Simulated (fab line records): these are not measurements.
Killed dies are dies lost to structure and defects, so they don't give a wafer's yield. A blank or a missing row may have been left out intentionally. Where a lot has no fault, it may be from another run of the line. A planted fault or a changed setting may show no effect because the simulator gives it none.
Chamber matching :: flow sky130 :: 4 sister chambers for SKY_SPACER_ETCHBACK_02 on rie diel-04
The step etches Si3N4 in CH3F/O2, stops on SiO2, time 46.7 s, target depth 45 nm. 4 wafers are shown with their chamber, then 8 later ones without.

WAFERS WITH THEIR CHAMBER
wafer: L238.5
chamber: 3
throttle valve pct (%): 10.559

wafer: L243.2
chamber: 2
throttle valve pct (%): 10.561

wafer: L243.4
chamber: 1
throttle valve pct (%): 10.548

wafer: L248.4
chamber: 0
throttle valve pct (%): 10.563

WAFERS WITH NO CHAMBER GIVEN
wafer: L248.5
throttle valve pct (%): 10.546

wafer: L248.6
throttle valve pct (%): 10.567

wafer: L249.3
throttle valve pct (%): 10.578

wafer: L249.5
throttle valve pct (%): 10.573

wafer: L249.6
throttle valve pct (%): 10.570

wafer: L258.1
throttle valve pct (%): 10.548

wafer: L258.4
throttle valve pct (%): 10.559

wafer: L258.5
throttle valve pct (%): 10.568

WHICH CHAMBER EACH ONE RAN IN
wafer: L248.5
from the rows above: can't be placed: 1 or 3 or 2
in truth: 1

wafer: L248.6
from the rows above: can't be placed: 0 or 2 or 3
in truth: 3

wafer: L249.3
from the rows above: can't be placed: 0 or 2 or 3
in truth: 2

wafer: L249.5
from the rows above: can't be placed: 0 or 2 or 3
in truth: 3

wafer: L249.6
from the rows above: can't be placed: 0 or 2 or 3
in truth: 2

wafer: L258.1
from the rows above: can't be placed: 1 or 3 or 2
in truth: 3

wafer: L258.4
from the rows above: can't be placed: 3 or 2 or 0 or 1
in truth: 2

wafer: L258.5
from the rows above: can't be placed: 0 or 2 or 3
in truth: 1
Placed correctly: 0 of 8. Unplaceable from these rows: 8, with the true chamber sitting among the candidates in 7. Placed wrongly: 0.
How it was worked out, from the rows above alone: a wafer's distance from a chamber is the root of the sum, over the readings, of the square of ((its reading less the chamber's mean) divided by the reading's scatter). The wafer belongs to the nearest chamber; if the next one is less than 2 further off, it can't be placed. A chamber's mean is the mean of its shown wafers. The scatter: with one shown wafer a chamber, the root of the mean of the squares of how far each hidden wafer lies from its nearest shown one.
